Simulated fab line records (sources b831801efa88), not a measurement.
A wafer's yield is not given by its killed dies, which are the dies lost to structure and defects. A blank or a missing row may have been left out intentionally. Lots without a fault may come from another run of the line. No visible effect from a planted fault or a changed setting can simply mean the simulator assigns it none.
A struck lot beside a sound one | flow gf180mcu | 30 steps out of a route of 602
Sound: the wafers L427.2, L427.4, L427.6. Struck: wafer L444.1 (left out: L444.6, a lot-mate that was not struck); the cause follows at the end.
For every step that has rows: the tool of each side, followed by ch and its chambers, followed by its first start. Under that, the readings that differ: sound wafers | struck wafers | difference of the means | sigmas: that difference in standard deviations of wafers without a fault.
alike: readings whose means differ by less than 2 such deviations, and words and numbers that are the same on both sides. not compared: withheld readings, readings that some wafer has no value for, bounds like >300 that may hide the same value, and numbers for which the record gives no deviation and whose values overlap.
The two part at a step that has a row with sigmas, a row that says differs or no value, or rows on one side only. When numbers do not overlap yet have no deviation, they are printed without sigmas and do not part them. Lack of a reading on every wafer of one side parts them only where that side has two or more wafers.

first, 3 steps without rows for these wafers: GF_PSD_EXPOSE_04 (exposes mask Pplus, target cd 400 nm); GF_PSD_PEB_05; GF_PSD_DEVELOP_06 (develop time 60 s).
GF_PSD_CD_MEAS_07 targets a cd of 400 nm.
  struck on cd-sem-01, day 20 21:26; sound on cd-sem-01, day 14 22:47
  alike: cd-nm
GF_PSD_OVL_MEAS_08:
  struck on overlay-01, day 20 21:33; sound on overlay-02, day 14 22:54
  reading      | sound         | struck | difference | sigmas
  PSD_OVL (nm) | 0.1 -0.3 -1.7 | 2.2    | +2.8       | +2
following that, these wafers have no rows for 1 step: GF_PSD_IMPLANT_09.
GF_PSD_STRIP_10: strips in O2/N2.
  sound on plasma-asher-03 ch 0,1, day 14 23:05; struck on plasma-asher-03 ch 1, day 20 21:44
  reading                      | sound             | struck | difference | sigmas
  strip-time-to-endpoint-s (s) | 16.44 16.45 16.48 | 16.56  | +0.10      | +2
  alike: drypump-motor-current-A, heater-power-w, oes-product-au
  not compared: rf-hours-counter-h
GF_PSD_TW_MEAS_11:
  struck on film-metro-01, day 20 21:50; sound on film-metro-02, day 14 23:11
  alike: PSD_TW
then, 1 step without rows for these wafers: GF_PSD_CLEAN_12 (cleans in SC1/SC2, time 150 s).
GF_PSD_RTA_13: time 20 s.
  sound on rtp-anneal-01 ch 0, day 14 23:18; struck on rtp-anneal-02 ch 0, day 20 21:57
  alike: lamp-power-pct, wafer_temp_C_max
GF_PSD_RS_MEAS_14: a four-point-probe measurement.
  struck on film-metro-04, day 20 22:02; sound on film-metro-01, day 14 23:23
  alike: NSD_RS
GF_PSD_RS_MEAS_15: a four-point-probe measurement.
  struck on film-metro-04, day 20 22:09; sound on film-metro-01, day 14 23:31
  alike: PSD_RS
GF_SAB_CVD_00: deposits SiO2 from TEOS, target thk 50 nm, time 4.9302 s.
  sound on pecvd-01 ch 0,2, day 14 23:37; struck on pecvd-01 ch 0, day 20 22:16
  reading                              | sound             | struck | difference | sigmas
  model.SiO2_of_SAB_CVD_00.thk-nm (nm) | 49.28 48.75 50.05 | 37.62  | -11.74     |
  alike: heater-power-w
  not compared: susceptor-temp-C
GF_SAB_THK_MEAS_01:
  struck on film-metro-02, day 20 22:17; sound on film-metro-03, day 14 23:38
  reading             | sound          | struck | difference | sigmas
  SAB_CVD_00_THK (nm) | 49.3 48.7 50.0 | 37.6   | -11.7      | -15
then, 7 steps without rows for these wafers: GF_SAB_DEHYDRATE_02 (time 60 s); GF_SAB_HMDS_03 (prime time 60 s); GF_SAB_COAT_04 (resist thk 1000 nm); GF_SAB_SOFTBAKE_05 (time 60 s); GF_SAB_EXPOSE_06 (exposes mask SAB, target cd 420 nm); GF_SAB_PEB_07; GF_SAB_DEVELOP_08 (develop time 60 s).
GF_SAB_CD_MEAS_09 targets a cd of 420 nm.
  struck on cd-sem-01, day 21 21:46; sound on cd-sem-01, day 15 20:56
  alike: cd-nm
GF_SAB_OVL_MEAS_10:
  struck on overlay-02, day 21 21:53; sound on overlay-01, day 15 21:03
  alike: SAB_OVL
GF_SAB_ETCH_11: etches SiO2 in C4F8/O2/Ar, target depth 55 nm, time 8.5 s.
  sound on rie-diel-02 ch 2,3, day 15 21:05; struck on rie-diel-03 ch 0, day 21 21:55
  alike: oes-product-au
  not compared: rf-hours-counter-h
then, 1 step without rows for these wafers: GF_SAB_WET_ETCH_12 (etches SiO2 in dHF, target depth 22 nm, time 440 s).
GF_SAB_STRIP_13: strips in O2/N2.
  sound on plasma-asher-02 ch 0,1, day 15 21:14; struck on plasma-asher-02 ch 1, day 21 22:13
  alike: drypump-motor-current-A, heater-power-w, oes-product-au, strip-time-to-endpoint-s
  not compared: rf-hours-counter-h
then, 1 step without rows for these wafers: GF_SALICIDE_CLEAN_00 (cleans in SC1/SC2, time 150 s).
GF_SALICIDE_WET_ETCH_01: etches SiO2 in dHF, target depth 5 nm, time 100 s.
  sound on wet-bench-01 ch 1, day 15 21:23; struck on wet-bench-03 ch 1, day 21 22:22
  reading                              | sound             | struck | difference | sigmas
  model.SiO2_of_SAB_CVD_00.thk-nm (nm) | 38.51 37.98 39.32 | 26.88  | -11.72     |
GF_SALICIDE_SPUTTER_02: material Co, target thk 10 nm, time 20 s.
  struck on pvd-sputter-03, day 21 22:26; sound on pvd-sputter-03, day 15 21:25
  alike: throttle-valve-pct
following that, these wafers have no rows for 1 step: GF_PASSIVATION_PROBE_99.

## WHERE THEY PART
First at GF_PSD_OVL_MEAS_08; last, within this record, at GF_SAB_THK_MEAS_01. Later steps at which nothing parts them and some readings are alike: GF_SAB_CD_MEAS_09, GF_SAB_OVL_MEAS_10, GF_SAB_ETCH_11, GF_SAB_STRIP_13, GF_SALICIDE_SPUTTER_02.

WHY: what had been put in by the simulator
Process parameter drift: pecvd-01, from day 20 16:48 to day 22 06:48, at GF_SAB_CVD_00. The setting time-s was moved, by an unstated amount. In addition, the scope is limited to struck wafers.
